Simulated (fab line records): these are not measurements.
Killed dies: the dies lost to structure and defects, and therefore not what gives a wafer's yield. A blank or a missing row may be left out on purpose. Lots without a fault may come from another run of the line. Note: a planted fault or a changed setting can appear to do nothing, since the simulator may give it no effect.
Comparing a struck lot with a sound one :: flow sky130 :: 13 out of 708 route steps
Sound: wafers L610.2, L610.3, L610.4. The struck wafers were L623.2, L623.3, L623.4. The cause comes at the end.
Per side, at each step with rows, come the tool, then ch with its chambers, and then its first start. Under that, the readings that differ: sound wafers :: struck wafers :: difference of the means :: sigmas: that difference in standard deviations of wafers without a fault.
alike: same words and numbers on both sides, and readings whose means sit less than 2 such deviations apart. not compared: any withheld reading, any reading some wafer has no value for, any bound like >300 that may hide the same value, and any number with overlapping values for which the record gives no deviation.
A row with sigmas, a row that says differs or no value, or rows on one side alone: a step with any of these is where the two part. Non-overlapping numbers with no deviation appear without sigmas and do not part them. A reading missing from all wafers of one side parts the sides only when that side holds two or more wafers.

SKY_NWELL_TW_MEAS_26:
  sound: film_metro-01 at day 6 02:59; struck: film_metro-03 at day 9 17:44
  alike: NWELL_2_TW
then, 1 step without rows for these wafers: SKY_NWELL_CLEAN_27 (cleans in SC1/SC2, time 150 s).
SKY_NWELL_RTA_28: time 30 s.
  sound on rtp_anneal-02 ch 0, day 6 03:07; struck on rtp_anneal-01 ch 0, day 9 17:51
  alike: lamp_power_pct, ramp_up_c_per_s, wafer_temp_C_max
SKY_NWELL_RS_MEAS_29: measurement is done with a four-point probe.
  sound: film_metro-03 at day 6 03:13; struck: film_metro-04 at day 9 17:57
  alike: NWELL_RS
SKY_NWELL_RS_MEAS_31: measurement is done with a four-point probe.
  sound: film_metro-03 at day 6 03:27; struck: film_metro-04 at day 9 18:11
  alike: PWDE_RS
then, 6 steps without rows for these wafers: SKY_VT_ADJUST_HVTP_DEHYDRATE_00 (time 60 s); SKY_VT_ADJUST_HVTP_HMDS_01 (prime time 60 s); SKY_VT_ADJUST_HVTP_COAT_02 (resist thk 1140 nm); SKY_VT_ADJUST_HVTP_SOFTBAKE_03 (time 60 s); SKY_VT_ADJUST_HVTP_EXPOSE_04 (exposes mask HVTPM, target cd 380 nm); SKY_VT_ADJUST_HVTP_PEB_05.
SKY_VT_ADJUST_HVTP_DEVELOP_06: develop time 60 s.
  sound on litho_track-01 ch 0, day 6 20:14; struck on litho_track-01, day 10 15:56
  no value came back on the struck wafers for chill_plate_temp_C (C), develop_time_s (s); on the sound wafers chill_plate_temp_C (C) reads 22.89 22.82 23.04
SKY_VT_ADJUST_HVTP_CD_MEAS_07 targets a cd of 380 nm.
  sound: cd_sem-01 at day 6 20:23; struck: cd_sem-01 at day 10 16:05
reading: cd_nm (nm)
sound: 378.6 380.2 378.3
struck: - - -
difference: no value on the struck wafers
sigmas: 

== WHERE THEY PART ==
First at SKY_VT_ADJUST_HVTP_DEVELOP_06; last, within this record, at SKY_VT_ADJUST_HVTP_CD_MEAS_07.

WHY: what had been put in by the simulator
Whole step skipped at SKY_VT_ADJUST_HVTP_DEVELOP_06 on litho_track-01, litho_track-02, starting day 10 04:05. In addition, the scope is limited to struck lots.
